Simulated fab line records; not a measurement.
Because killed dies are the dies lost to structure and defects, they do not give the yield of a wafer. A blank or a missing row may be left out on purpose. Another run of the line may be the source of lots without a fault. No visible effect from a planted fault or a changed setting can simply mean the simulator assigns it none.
A lot that was struck, set against a sound lot || flow sfqLine || 21 out of 325 route steps
Sound: wafers L784.3, L784.5, L784.6. Struck: wafer L779.3. (L779.2, L779.4 of the same lot were not struck and are left out.) The cause comes at the end.
For every step that has rows: the tool of each side, followed by ch and its chambers, followed by its first start. Under that, the readings that differ: sound wafers || struck wafers || difference of the means || sigmas: that difference in standard deviations of wafers without a fault.
alike: readings whose means differ by less than 2 such deviations, and words and numbers that are the same on both sides. not compared: withheld readings, readings that some wafer has no value for, bounds like >300 that may hide the same value, and numbers for which the record gives no deviation and whose values overlap.
A row with sigmas, a row that says differs or no value, or rows on one side alone: a step with any of these is where the two part. Non-overlapping numbers with no deviation appear without sigmas and do not part them. Lack of a reading on every wafer of one side parts them only where that side has two or more wafers.

first, 3 steps without rows for these wafers: SFQ_TRILAYER_M3_LITHO_EXPOSE_076 (exposes mask M3, target cd 500 nm); SFQ_TRILAYER_M3_LITHO_PEB_078 (peb time 60 s); SFQ_TRILAYER_M3_LITHO_DEVELOP_077 (time 60 s).
SFQ_M3_OVL_MEAS_921:
  struck on overlay-01, day 47 10:08; sound on overlay-02, day 48 09:31
  alike: M3_OVL
SFQ_TRILAYER_M3_BARC_OPEN_METAL_ETCH_100: etches BARC in O2, target depth 125 nm, time 41.7 s.
  sound on rieMetal-04 ch 0,1, day 48 09:34; struck on rieMetal-01 ch 0, day 47 10:10
  alike: drypumpMotorCurrentA, heBacksideLeakSccm, oesProductAu
  not compared: rfHoursCounterH
SFQ_TRILAYER_M3_ETCH_METAL_ETCH_078: etches Nb in Cl2/Ar, stops on SiO2, target depth 240 nm, time 120 s.
  sound on rieMetal-04 ch 0,1, day 48 09:38; struck on rieMetal-01 ch 0, day 47 10:14
  alike: drypumpMotorCurrentA, heBacksideLeakSccm, oesProductAu
  not compared: rfHoursCounterH
SFQ_TRILAYER_M3_STRIP_STRIP_079: strips in O2.
  sound on rieMetal-04 ch 0,1, day 48 09:56; struck on rieMetal-01 ch 0, day 47 10:21
  alike: drypumpMotorCurrentA, heBacksideLeakSccm, oesProductAu, platenTempC
  not compared: rfHoursCounterH
then, 3 steps without rows for these wafers: SFQ_TRILAYER_M3_STRIP_SOLV_CLEAN_080 (cleans in NMP, time 600 s); SFQ_TRILAYER_I3_DEP_PECVD_081 (deposits SiO2 from SiH4/N2O, time 111.11 s, target thk 500 nm); SFQ_TRILAYER_I3_CMP_CMP_082 (polishes SiO2).
SFQ_I3_BOW_MEAS_922:
  struck on filmMetro-03, day 47 14:14; sound on filmMetro-03, day 48 18:34
  alike: I3_BOW
SFQ_TRILAYER_I3_METRO_MEASURE_083:
  struck on filmMetro-03, day 47 14:32; sound on filmMetro-03, day 48 19:03
  alike: thkNm
SFQ_TRILAYER_I3_VIA_LITHO_COAT_090: resist thk 62 nm.
  sound on lithoTrack-02 ch 0, day 48 19:57; struck on lithoTrack-01 ch 0, day 47 15:35
{"reading": "dispensePressureKPa (kPa)", "sound": "47.3 47.3 47.2", "struck": 53.5, "difference": "+6.2", "sigmas": "+2"}
{"reading": "model.BARC_of_TRILAYER_I3_VIA_LITHO_COAT_090.thkNm (nm)", "sound": "62.06 61.9 61.87", "struck": 63.49, "difference": "+1.55", "sigmas": ""}
  alike: resistLineTempC
then, 5 steps without rows for these wafers: SFQ_TRILAYER_I3_VIA_LITHO_COAT_085 (resist thk 650 nm); SFQ_TRILAYER_I3_VIA_LITHO_SOFTBAKE_089; SFQ_TRILAYER_I3_VIA_LITHO_EXPOSE_086 (exposes mask I3, target cd 500 nm); SFQ_TRILAYER_I3_VIA_LITHO_PEB_088 (peb time 60 s); SFQ_TRILAYER_I3_VIA_LITHO_DEVELOP_087 (time 60 s).
-- the record jumps here: 3 days lie between the struck wafers' starts before and after --
SFQ_I3_OVL_MEAS_923:
  struck on overlay-01, day 50 22:19; sound on overlay-02, day 51 18:43
  alike: I3_OVL
SFQ_TRILAYER_I3_VIA_BARC_OPEN_VIA_ETCH_121: etches BARC in O2, target depth 125 nm, time 41.7 s.
  sound on rieDiel-01 ch 0,2,3, day 51 18:44; struck on rieDiel-03 ch 2, day 50 22:20
{"reading": "model.etch.depthNm (nm)", "sound": "62.06 61.9 61.87", "struck": 63.49, "difference": "+1.55", "sigmas": ""}
  alike: drypumpMotorCurrentA, oesProductAu
  not compared: rfHoursCounterH
SFQ_TRILAYER_I3_VIA_ETCH_VIA_ETCH_088: etches SiO2 in CHF3, stops on Nb, target depth 260 nm.
  sound on rieDiel-01 ch 0,2,3, day 51 18:47; struck on rieDiel-03 ch 2, day 50 22:23
  alike: drypumpMotorCurrentA, oesProductAu

## WHERE THEY PART
Only at SFQ_TRILAYER_I3_VIA_LITHO_COAT_090, as far as this record shows. Later steps at which nothing parts them and some readings are alike: SFQ_I3_OVL_MEAS_923, SFQ_TRILAYER_I3_VIA_BARC_OPEN_VIA_ETCH_121, SFQ_TRILAYER_I3_VIA_ETCH_VIA_ETCH_088.

WHY: what had been put in by the simulator
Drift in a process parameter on lithoTrack-01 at SFQ_TRILAYER_I3_VIA_LITHO_COAT_090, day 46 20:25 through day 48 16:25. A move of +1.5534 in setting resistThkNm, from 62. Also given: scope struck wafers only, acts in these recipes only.
